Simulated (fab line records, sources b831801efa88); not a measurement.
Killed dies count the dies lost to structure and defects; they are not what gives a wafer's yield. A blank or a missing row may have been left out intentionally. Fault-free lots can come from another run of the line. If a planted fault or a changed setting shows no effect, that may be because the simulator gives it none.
What tool caused it? / flow sky130 / 13 lots with 39 wafers sampled at 5 steps, on a route of 708 steps

## WHAT EACH GAUGE READ, for each wafer
SKY_VT_ADJUST_PCH_TW_MEAS_10. Usual: VT_ADJUST_PCH_TW typically reads 142.5, with standard deviation 1.1.
lot=L485; measured=day 11 03:29; on=film-metro-02; VT_ADJUST_PCH_TW=143.0 142.4 142.2; flag=
lot=L488; measured=day 12 02:05; on=film-metro-02; VT_ADJUST_PCH_TW=143.5 142.9 143.2; flag=
lot=L489; measured=day 12 04:23; on=film-metro-03; VT_ADJUST_PCH_TW=141.3 141.4 141.7; flag=
lot=L491; measured=day 13 08:37; on=film-metro-02; VT_ADJUST_PCH_TW=127.1 127.1 127.1; flag=OFF
lot=L495; measured=day 14 09:10; on=film-metro-01; VT_ADJUST_PCH_TW=128.8 129.0 128.8; flag=OFF
lot=L496; measured=day 14 10:38; on=film-metro-03; VT_ADJUST_PCH_TW=141.6 142.1 142.1; flag=
lot=L498; measured=day 15 09:29; on=film-metro-03; VT_ADJUST_PCH_TW=142.4 141.7 140.9; flag=
lot=L499; measured=day 16 12:29; on=film-metro-01; VT_ADJUST_PCH_TW=145.1 144.0 143.5; flag=
lot=L501; measured=day 16 14:22; on=film-metro-02; VT_ADJUST_PCH_TW=142.0 141.8 141.5; flag=
lot=L502; measured=day 16 15:14; on=film-metro-01; VT_ADJUST_PCH_TW=143.7 143.7 143.5; flag=
lot=L503; measured=day 16 21:13; on=film-metro-01; VT_ADJUST_PCH_TW=144.2 143.8 143.4; flag=
lot=L504; measured=day 17 07:21; on=film-metro-01; VT_ADJUST_PCH_TW=143.7 144.8 144.3; flag=
lot=L506; measured=day 18 00:53; on=film-metro-02; VT_ADJUST_PCH_TW=141.1 141.0 140.6; flag=

SKY_SD_N_RS_MEAS_16: measurement is done with a four-point probe. Usual: SD_N_RS typically reads 68.57 ohm/sq, with standard deviation 0.12.
lot=L485; measured=day 28 14:38; on=film-metro-02; SD_N_RS (ohm/sq)=68.53 68.36 68.42; flag=
lot=L488; measured=day 29 18:58; on=film-metro-02; SD_N_RS (ohm/sq)=68.45 68.63 68.59; flag=
lot=L489; measured=day 29 17:46; on=film-metro-02; SD_N_RS (ohm/sq)=68.58 68.39 68.40; flag=
lot=L491; measured=day 31 07:40; on=film-metro-01; SD_N_RS (ohm/sq)=68.62 68.74 68.60; flag=
lot=L495; measured=day 32 02:56; on=film-metro-01; SD_N_RS (ohm/sq)=68.69 68.51 68.43; flag=
lot=L496; measured=day 32 10:23; on=film-metro-02; SD_N_RS (ohm/sq)=68.47 68.52 68.56; flag=
lot=L498; measured=day 33 11:19; on=film-metro-02; SD_N_RS (ohm/sq)=68.57 68.70 68.51; flag=
lot=L499; measured=day 34 06:00; on=film-metro-01; SD_N_RS (ohm/sq)=68.48 68.48 68.42; flag=
lot=L501; measured=day 34 06:16; on=film-metro-03; SD_N_RS (ohm/sq)=68.65 68.68 68.71; flag=
lot=L502; measured=day 34 08:26; on=film-metro-01; SD_N_RS (ohm/sq)=68.47 68.45 68.45; flag=
lot=L503; measured=day 34 14:22; on=film-metro-02; SD_N_RS (ohm/sq)=68.52 68.66 68.59; flag=
lot=L504; measured=day 35 05:49; on=film-metro-01; SD_N_RS (ohm/sq)=68.58 68.52 68.42; flag=
lot=L506; measured=day 35 12:10; on=film-metro-02; SD_N_RS (ohm/sq)=68.53 68.54 68.71; flag=

SKY_CONTACT_THK_MEAS_01. Usual: CONTACT_CVD_00_THK typically reads 74.8 nm, with standard deviation 0.94.
lot=L485; measured=day 31 01:14; on=film-metro-04; CONTACT_CVD_00_THK (nm)=74.2 75.4 75.4; flag=
lot=L488; measured=day 32 05:52; on=film-metro-03; CONTACT_CVD_00_THK (nm)=73.8 74.4 75.8; flag=
lot=L489; measured=day 32 04:52; on=film-metro-04; CONTACT_CVD_00_THK (nm)=74.0 74.6 74.5; flag=
lot=L491; measured=day 33 18:28; on=film-metro-02; CONTACT_CVD_00_THK (nm)=75.8 75.8 76.0; flag=
lot=L495; measured=day 34 12:04; on=film-metro-02; CONTACT_CVD_00_THK (nm)=76.3 75.4 74.9; flag=
lot=L496; measured=day 34 17:53; on=film-metro-04; CONTACT_CVD_00_THK (nm)=74.2 75.6 75.6; flag=
lot=L498; measured=day 35 20:45; on=film-metro-04; CONTACT_CVD_00_THK (nm)=73.2 74.5 74.3; flag=
lot=L499; measured=day 36 14:18; on=film-metro-02; CONTACT_CVD_00_THK (nm)=73.8 73.7 74.9; flag=
lot=L501; measured=day 36 15:04; on=film-metro-02; CONTACT_CVD_00_THK (nm)=74.0 76.1 75.1; flag=
lot=L502; measured=day 36 16:59; on=film-metro-04; CONTACT_CVD_00_THK (nm)=73.8 73.5 74.4; flag=
lot=L503; measured=day 36 22:01; on=film-metro-03; CONTACT_CVD_00_THK (nm)=73.6 75.6 74.1; flag=
lot=L504; measured=day 37 12:32; on=film-metro-04; CONTACT_CVD_00_THK (nm)=74.6 75.1 75.6; flag=
lot=L506; measured=day 37 20:07; on=film-metro-02; CONTACT_CVD_00_THK (nm)=73.7 74.4 75.1; flag=

SKY_VIA1_THK_MEAS_01. Usual: VIA1_HDPCVD_THK typically reads 1027 nm, with standard deviation 9.7.
lot=L485; measured=day 33 11:46; on=film-metro-01; VIA1_HDPCVD_THK (nm)=1020 1041 1030; flag=
lot=L488; measured=day 34 15:04; on=film-metro-03; VIA1_HDPCVD_THK (nm)=1013 1009 1030; flag=
lot=L489; measured=day 34 13:22; on=film-metro-01; VIA1_HDPCVD_THK (nm)=1031 1046 1050; flag=
lot=L491; measured=day 36 02:34; on=film-metro-03; VIA1_HDPCVD_THK (nm)=1028 1025 1029; flag=
lot=L495; measured=day 36 19:41; on=film-metro-02; VIA1_HDPCVD_THK (nm)=1028 1028 1018; flag=
lot=L496; measured=day 37 02:13; on=film-metro-03; VIA1_HDPCVD_THK (nm)=1036 1033 1020; flag=
lot=L498; measured=day 38 04:34; on=film-metro-03; VIA1_HDPCVD_THK (nm)=1037 1039 1037; flag=
lot=L499; measured=day 38 21:26; on=film-metro-03; VIA1_HDPCVD_THK (nm)=1032 1030 1026; flag=
lot=L501; measured=day 38 21:56; on=film-metro-03; VIA1_HDPCVD_THK (nm)=1041 1039 1029; flag=
lot=L502; measured=day 38 23:28; on=film-metro-03; VIA1_HDPCVD_THK (nm)=1024 1024 1013; flag=
lot=L503; measured=day 39 04:12; on=film-metro-02; VIA1_HDPCVD_THK (nm)=1042 1032 1023; flag=
lot=L504; measured=day 39 19:07; on=film-metro-02; VIA1_HDPCVD_THK (nm)=1051 1037 1028; flag=
lot=L506; measured=day 40 02:35; on=film-metro-02; VIA1_HDPCVD_THK (nm)=1046 1022 1040; flag=

## WHAT TOOL EACH LOT RAN ON (gives the tool, then ch and the chambers of the sampled wafers, and finally the start)
lot=L485; SKY_VT_ADJUST_PCH_IMPLANT_08=implanter-02 ch 0, day 11 03:14
lot=L488; SKY_VT_ADJUST_PCH_IMPLANT_08=implanter-02 ch 0, day 12 01:50
lot=L489; SKY_VT_ADJUST_PCH_IMPLANT_08=implanter-02 ch 0, day 12 04:08
lot=L491; SKY_VT_ADJUST_PCH_IMPLANT_08=implanter-01 ch 0, day 13 08:24
lot=L495; SKY_VT_ADJUST_PCH_IMPLANT_08=implanter-01 ch 0, day 14 08:58
lot=L496; SKY_VT_ADJUST_PCH_IMPLANT_08=implanter-02 ch 0, day 14 10:25
lot=L498; SKY_VT_ADJUST_PCH_IMPLANT_08=implanter-02 ch 0, day 15 09:15
lot=L499; SKY_VT_ADJUST_PCH_IMPLANT_08=implanter-01 ch 0, day 16 12:15
lot=L501; SKY_VT_ADJUST_PCH_IMPLANT_08=implanter-02 ch 0, day 16 14:08
lot=L502; SKY_VT_ADJUST_PCH_IMPLANT_08=implanter-01 ch 0, day 16 15:00
lot=L503; SKY_VT_ADJUST_PCH_IMPLANT_08=implanter-02 ch 0, day 16 20:59
lot=L504; SKY_VT_ADJUST_PCH_IMPLANT_08=implanter-02 ch 0, day 17 07:06
lot=L506; SKY_VT_ADJUST_PCH_IMPLANT_08=implanter-01 ch 0, day 18 00:38
- SKY_VT_ADJUST_PCH_IMPLANT_08

## AS READ BY THE TOOLS THEMSELVES (means over the sampled wafers that have a number; for cases with no such wafer, the mark the record gives instead)
SKY_VT_ADJUST_PCH_IMPLANT_08. Usual: dose-ions-cm2 5e+11, standard deviation 5.2e+08; faraday-current-uA 2.82, standard deviation 0.057.
lot=L485 tool=implanter-02 dose-ions-cm2=5e+11 faraday-current-uA=2.86 flag=
lot=L488 tool=implanter-02 dose-ions-cm2=5e+11 faraday-current-uA=2.85 flag=
lot=L489 tool=implanter-02 dose-ions-cm2=5e+11 faraday-current-uA=2.82 flag=
lot=L491 tool=implanter-01 dose-ions-cm2=3e+11 faraday-current-uA=1.85 flag=OFF
lot=L495 tool=implanter-01 dose-ions-cm2=3e+11 faraday-current-uA=1.86 flag=OFF
lot=L496 tool=implanter-02 dose-ions-cm2=5e+11 faraday-current-uA=2.87 flag=
lot=L498 tool=implanter-02 dose-ions-cm2=5e+11 faraday-current-uA=2.78 flag=
lot=L499 tool=implanter-01 dose-ions-cm2=5e+11 faraday-current-uA=2.81 flag=
lot=L501 tool=implanter-02 dose-ions-cm2=5e+11 faraday-current-uA=2.77 flag=
lot=L502 tool=implanter-01 dose-ions-cm2=5e+11 faraday-current-uA=2.83 flag=
lot=L503 tool=implanter-02 dose-ions-cm2=5e+11 faraday-current-uA=2.89 flag=
lot=L504 tool=implanter-02 dose-ions-cm2=5e+11 faraday-current-uA=2.73 flag=
lot=L506 tool=implanter-01 dose-ions-cm2=5e+11 faraday-current-uA=2.80 flag=

## THE ANSWER, worked out from the rows above alone
Rule: take the mean of a lot's wafers that have a number; if it is more than 3 standard deviations from the usual mean, the lot is off. A lot without any number at a reading at which 4 lots or more have one is off too. Where the step has rows for the other lots, those lots are counted as sound. After the gauges, taken in route order, come the tools' own readings; for these a lot's mean is taken, as printed above. The first step at which some lot is off is used, and at that step the reading that is off furthest; a lot without a number counts as furthest.
Off: L491, L495, at SKY_VT_ADJUST_PCH_TW_MEAS_10 (VT_ADJUST_PCH_TW).
A tool fits if, at a process step before that reading, it ran every lot that is off, and no sound lot after the first of them. The gauges at SKY_VT_ADJUST_PCH_TW_MEAS_10 aren't tried: what is off there is off at SKY_VT_ADJUST_PCH_IMPLANT_08 too, on other tools, and a gauge's error can't cause that. Not one of the candidates tried fits.

## WHAT THE SIMULATOR HAD INSERTED
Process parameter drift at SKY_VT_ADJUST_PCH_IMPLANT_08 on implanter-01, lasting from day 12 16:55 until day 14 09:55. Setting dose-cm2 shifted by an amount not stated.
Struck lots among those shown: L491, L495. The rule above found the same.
